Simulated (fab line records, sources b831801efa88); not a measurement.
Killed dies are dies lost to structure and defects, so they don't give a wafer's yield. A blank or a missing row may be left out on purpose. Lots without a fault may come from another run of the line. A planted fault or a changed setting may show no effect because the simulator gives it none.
Tool commonality check | flow sky130 | 16 lots, 48 wafers sampled

WHY IT WAS OPENED
At SKY_VIA2_CD_MEAS_12 the reading cd_nm is flagged on 4 of 16 lots. Wafers without a fault read 200.1 nm, standard deviation 1.4.
Rule: a lot is flagged when every wafer of it that has a number lies more than 4 standard deviations from that mean, or none has a number. The other lots count as sound.

lot  | measured     | on        | cd_nm (nm), wafer by wafer | flag
L602 | day 37 03:42 | cd_sem-01 | 200.5 200.6 200.9          |
L603 | day 37 23:35 | cd_sem-02 | 201.2 201.1 201.0          |
L604 | day 38 23:10 | cd_sem-02 | 201.5 200.8 200.5          |
L606 | day 39 05:23 | cd_sem-02 | 200.5 198.8 198.0          |
L605 | day 39 07:58 | cd_sem-02 | 199.6 200.9 201.6          |
L607 | day 39 21:52 | cd_sem-02 | 201.6 201.0 200.6          |
L608 | day 40 00:24 | cd_sem-02 | 199.9 199.9 201.4          |
L609 | day 40 02:13 | cd_sem-01 | 200.7 200.9 200.3          |
L610 | day 40 03:57 | cd_sem-01 | 198.5 199.5 196.4          |
L615 | day 41 08:08 | cd_sem-01 | 197.6 198.5 199.6          |
L614 | day 41 13:31 | cd_sem-02 | 198.7 198.8 198.9          |
L616 | day 41 21:44 | cd_sem-02 | 220.3 220.5 219.9          | FLAGGED
L617 | day 42 00:05 | cd_sem-02 | 220.6 219.7 221.2          | FLAGGED
L618 | day 42 03:27 | cd_sem-01 | 220.3 221.5 221.8          | FLAGGED
L619 | day 42 04:20 | cd_sem-01 | 221.5 223.1 220.7          | FLAGGED
L620 | day 42 08:14 | cd_sem-02 | 199.9 199.6 198.6          |
The numbers of the flagged lots are 220.9 nm on average: +20.8 nm against the usual, or +15 standard deviations.

WHICH TOOL RAN EACH LOT
The record holds 2 process steps before the reading, out of a route of 708 steps. In each cell: the tool, then ch and the chambers that the sampled wafers went through, then the start.
lot  | flag    | SKY_METAL2_ETCH_18                | SKY_VIA2_EXPOSE_09
L602 |         | rie_metal-01 ch 0, day 36 00:25   | krf_scanner-01 ch 0, day 36 15:26
L603 |         | rie_metal-03 ch 0,1, day 36 21:55 | krf_scanner-02 ch 0, day 37 13:19
L604 |         | rie_metal-03 ch 0,1, day 37 19:34 | krf_scanner-02 ch 0, day 38 11:09
L606 |         | rie_metal-03 ch 0,1, day 38 01:58 | krf_scanner-02 ch 0, day 38 17:23
L605 |         | rie_metal-01 ch 0, day 38 04:19   | krf_scanner-01 ch 0, day 38 19:26
L607 |         | rie_metal-01 ch 0,1, day 38 18:50 | krf_scanner-01 ch 0, day 39 09:01
L608 |         | rie_metal-03 ch 1, day 38 21:16   | krf_scanner-02 ch 0, day 39 12:20
L609 |         | rie_metal-01 ch 0,1, day 38 22:01 | krf_scanner-01 ch 0, day 39 14:29
L610 |         | rie_metal-02 ch 0, day 39 00:37   | krf_scanner-01 ch 0, day 39 16:32
L615 |         | rie_metal-03 ch 0,1, day 40 07:01 | krf_scanner-01 ch 0, day 40 21:26
L614 |         | rie_metal-02 ch 0, day 40 12:20   | krf_scanner-01 ch 0, day 41 01:43
L616 | FLAGGED | rie_metal-03 ch 0,1, day 40 20:46 | krf_scanner-01 ch 0, day 41 09:32
L617 | FLAGGED | rie_metal-03 ch 0,1, day 40 23:04 | krf_scanner-01 ch 0, day 41 11:59
L618 | FLAGGED | rie_metal-02 ch 0, day 41 01:34   | krf_scanner-01 ch 0, day 41 15:54
L619 | FLAGGED | rie_metal-03 ch 0,1, day 41 03:16 | krf_scanner-01 ch 0, day 41 17:23
L620 |         | rie_metal-01 ch 0,1, day 41 07:58 | krf_scanner-02 ch 0, day 41 22:12
What these steps do:
- SKY_METAL2_ETCH_18: etches BARC in N2/H2, stops on SiO2, time 45.9 s, target depth 60 nm.
- SKY_VIA2_EXPOSE_09: exposes mask VIM2, target cd 200 nm.
- SKY_VIA2_CD_MEAS_12: target cd 200 nm.

FLAGGED OVER TOTAL, TOOL BY TOOL (the gauges that took the reading come last)
step                | tool           | lots run | flagged | share of the flagged lots | sound lots run after its first flagged lot
SKY_METAL2_ETCH_18  | rie_metal-01   | 5        | 0       | none                      | -
SKY_METAL2_ETCH_18  | rie_metal-02   | 3        | 1       | some                      | 0
SKY_METAL2_ETCH_18  | rie_metal-03   | 8        | 3       | some                      | 0
SKY_VIA2_EXPOSE_09  | krf_scanner-01 | 11       | 4       | all                       | 0
SKY_VIA2_EXPOSE_09  | krf_scanner-02 | 5        | 0       | none                      | -
SKY_VIA2_CD_MEAS_12 | cd_sem-01      | 6        | 2       | some                      | 0
SKY_VIA2_CD_MEAS_12 | cd_sem-02      | 10       | 2       | some                      | 1 (L620)

WHAT THE TABLE ALLOWS
1 row of the table ran every flagged lot: krf_scanner-01 at SKY_VIA2_EXPOSE_09.
- krf_scanner-01 at SKY_VIA2_EXPOSE_09: 4 of its 11 lots flagged. Its last sound lot is L614 (day 41 01:43), its first flagged lot L616 (day 41 09:32): a fault that began between those two fits. Its own readings lie more than 4 standard deviations out on every wafer of the flagged lots: exposure_dose_mJ_cm2.
One tool is left: krf_scanner-01 at SKY_VIA2_EXPOSE_09.

WHAT THE SIMULATOR HAD PUT IN
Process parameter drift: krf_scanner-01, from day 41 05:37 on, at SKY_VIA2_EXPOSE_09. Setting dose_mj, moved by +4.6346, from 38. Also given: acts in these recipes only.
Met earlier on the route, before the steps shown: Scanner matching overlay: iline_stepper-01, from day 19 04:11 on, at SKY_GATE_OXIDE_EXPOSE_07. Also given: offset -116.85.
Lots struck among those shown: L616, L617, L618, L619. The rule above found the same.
